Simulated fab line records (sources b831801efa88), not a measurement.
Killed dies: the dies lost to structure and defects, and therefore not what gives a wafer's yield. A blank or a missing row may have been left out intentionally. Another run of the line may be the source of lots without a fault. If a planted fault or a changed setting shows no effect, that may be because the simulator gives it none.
Matching of chambers || flow gf180mcu || 4 sister chambers for GF_STI_CMP_25 on cmp-02
The step polishes, stops on Si3N4, t overpolish 33 s, target thk 524.6 nm. 8 wafers are shown with their chamber, then 9 later ones without.

## WAFERS, EACH WITH ITS CHAMBER
{"wafer": "L510.4", "chamber": 3, "motor-current-A (A)": 10.5, "time-to-endpoint-s (s)": 124}
{"wafer": "L510.6", "chamber": 1, "motor-current-A (A)": 12.2, "time-to-endpoint-s (s)": 116}
{"wafer": "L516.2", "chamber": 0, "motor-current-A (A)": 10.5, "time-to-endpoint-s (s)": 131}
{"wafer": "L516.3", "chamber": 2, "motor-current-A (A)": 12.3, "time-to-endpoint-s (s)": 127}
{"wafer": "L516.6", "chamber": 0, "motor-current-A (A)": 11.1, "time-to-endpoint-s (s)": 129}
{"wafer": "L517.3", "chamber": 3, "motor-current-A (A)": 10.9, "time-to-endpoint-s (s)": 136}
{"wafer": "L517.5", "chamber": 1, "motor-current-A (A)": 12.9, "time-to-endpoint-s (s)": 129}
{"wafer": "L517.6", "chamber": 2, "motor-current-A (A)": 12.6, "time-to-endpoint-s (s)": 129}

## WAFERS WITH NO CHAMBER GIVEN
{"wafer": "L520.1", "motor-current-A (A)": 12.4, "time-to-endpoint-s (s)": 127}
{"wafer": "L520.2", "motor-current-A (A)": 12.6, "time-to-endpoint-s (s)": 128}
{"wafer": "L520.4", "motor-current-A (A)": 10.9, "time-to-endpoint-s (s)": 133}
{"wafer": "L522.2", "motor-current-A (A)": 11.0, "time-to-endpoint-s (s)": 127}
{"wafer": "L522.4", "motor-current-A (A)": 12.9, "time-to-endpoint-s (s)": 125}
{"wafer": "L522.5", "motor-current-A (A)": 12.3, "time-to-endpoint-s (s)": 129}
{"wafer": "L523.1", "motor-current-A (A)": 12.5, "time-to-endpoint-s (s)": 127}
{"wafer": "L523.2", "motor-current-A (A)": 12.6, "time-to-endpoint-s (s)": 127}
{"wafer": "L523.3", "motor-current-A (A)": 11.1, "time-to-endpoint-s (s)": 128}

## CHAMBER TAKEN BY EACH
{"wafer": "L520.1", "from the rows above": "can't be placed: 2 or 1", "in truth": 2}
{"wafer": "L520.2", "from the rows above": "can't be placed: 2 or 1", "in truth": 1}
{"wafer": "L520.4", "from the rows above": "can't be placed: 0 or 3", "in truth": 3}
{"wafer": "L522.2", "from the rows above": "can't be placed: 0 or 3", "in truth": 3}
{"wafer": "L522.4", "from the rows above": "can't be placed: 1 or 2", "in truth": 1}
{"wafer": "L522.5", "from the rows above": "can't be placed: 2 or 1", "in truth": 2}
{"wafer": "L523.1", "from the rows above": "can't be placed: 2 or 1", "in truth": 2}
{"wafer": "L523.2", "from the rows above": "can't be placed: 2 or 1", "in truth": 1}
{"wafer": "L523.3", "from the rows above": "can't be placed: 0 or 3", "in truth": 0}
Correct placement for 0 of the 9. Unplaceable from these rows: 9, with the true chamber sitting among the candidates in 9. Wrongly placed: 0.
How it was worked out, from the rows above alone: a wafer's distance from a chamber is the root of the sum, over the readings, of the square of ((its reading less the chamber's mean) divided by the reading's scatter). If the next closest chamber is less than 2 further off than the closest, the wafer can't be placed; otherwise it belongs to the closest. Each chamber's mean is taken over the wafers shown for it. How the scatter is found: for the shown wafers, subtract from each reading the mean of its chamber, square and add these, divide the total by (wafers less chambers), then take the root.
